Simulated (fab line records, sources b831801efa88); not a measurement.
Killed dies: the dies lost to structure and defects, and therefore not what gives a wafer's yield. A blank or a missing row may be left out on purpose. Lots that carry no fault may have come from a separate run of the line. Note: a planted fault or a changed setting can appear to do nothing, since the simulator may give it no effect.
Matching of chambers ; flow sky130 ; SKY_VIA1_ETCH_14 on rie_diel-02 has 4 sister chambers
The step etches BARC in N2/H2, stops on SiO2, time 45.9 s, target depth 60 nm. 20 wafers are shown with their chamber, then 10 later ones without.

## WAFERS, EACH WITH ITS CHAMBER
wafer;chamber;drypump_motor_current_A (A);rf_fwd_power_W (W);throttle_valve_pct (%)
L078.4;1;5.8;492.4;13.232
L078.5;0;5.7;495.5;13.231
L078.6;3;5.4;495.8;13.229
L079.1;1;5.8;494.3;13.235
L079.2;2;6.2;494.7;13.223
L079.6;0;5.8;496.4;13.220
L082.1;1;5.8;493.5;13.231
L082.4;2;6.2;495.3;13.222
L082.5;1;5.8;492.4;13.233
L088.2;0;5.7;496.5;13.227
L088.3;3;5.4;495.0;13.226
L088.4;1;5.8;493.0;13.231
L090.1;0;5.7;495.5;13.239
L090.4;3;5.4;496.5;13.234
L090.6;3;5.4;496.8;13.233
L091.3;2;6.3;494.5;13.219
L091.5;1;5.8;492.1;13.218
L091.6;0;5.7;495.7;13.230
L092.1;3;5.3;492.9;13.222
L092.3;1;5.8;492.1;13.211

SIGNATURES, as means of the wafers listed above
reading;chamber 0;chamber 1;chamber 2;chamber 3;scatter within a chamber
drypump_motor_current_A;5.720;5.800;6.233;5.380;0.0376
rf_fwd_power_W;495.920;492.829;494.833;495.400;0.972
throttle_valve_pct;13.22940;13.22729;13.22133;13.22880;0.00703
Rule: a wafer's distance from a chamber is the root of the sum, over the readings, of the square of ((its reading less the chamber's mean) divided by the reading's scatter). If the next closest chamber is less than 2 further off than the closest, the wafer can't be placed; otherwise it belongs to the closest. How the scatter is found: for the shown wafers, subtract from each reading the mean of its chamber, square and add these, divide the total by (wafers less chambers), then take the root.

## WAFERS WHOSE CHAMBER IS MISSING
wafer;drypump_motor_current_A (A);rf_fwd_power_W (W);throttle_valve_pct (%)
L092.6;6.2;494.5;13.220
L093.1;6.3;492.3;13.225
L093.4;5.8;492.1;13.231
L093.5;5.4;496.4;13.238
L094.1;5.8;490.3;13.224
L094.2;6.2;493.7;13.231
L094.3;5.7;493.0;13.231
L097.1;5.8;494.6;13.220
L097.4;5.4;495.7;13.219
L097.6;5.4;495.8;13.229

## THE CHAMBER EACH PASSED THROUGH
wafer;from the rows above;in truth
L092.6;2;2
L093.1;2;2
L093.4;1;1
L093.5;3;3
L094.1;1;1
L094.2;2;2
L094.3;can't be placed: 1 or 0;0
L097.1;can't be placed: 1 or 0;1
L097.4;3;3
L097.6;3;3
Correctly placed: 8 of 10. Can't be placed from these rows: 2 (the true chamber is among the candidates in 2). Placed wrongly: 0.
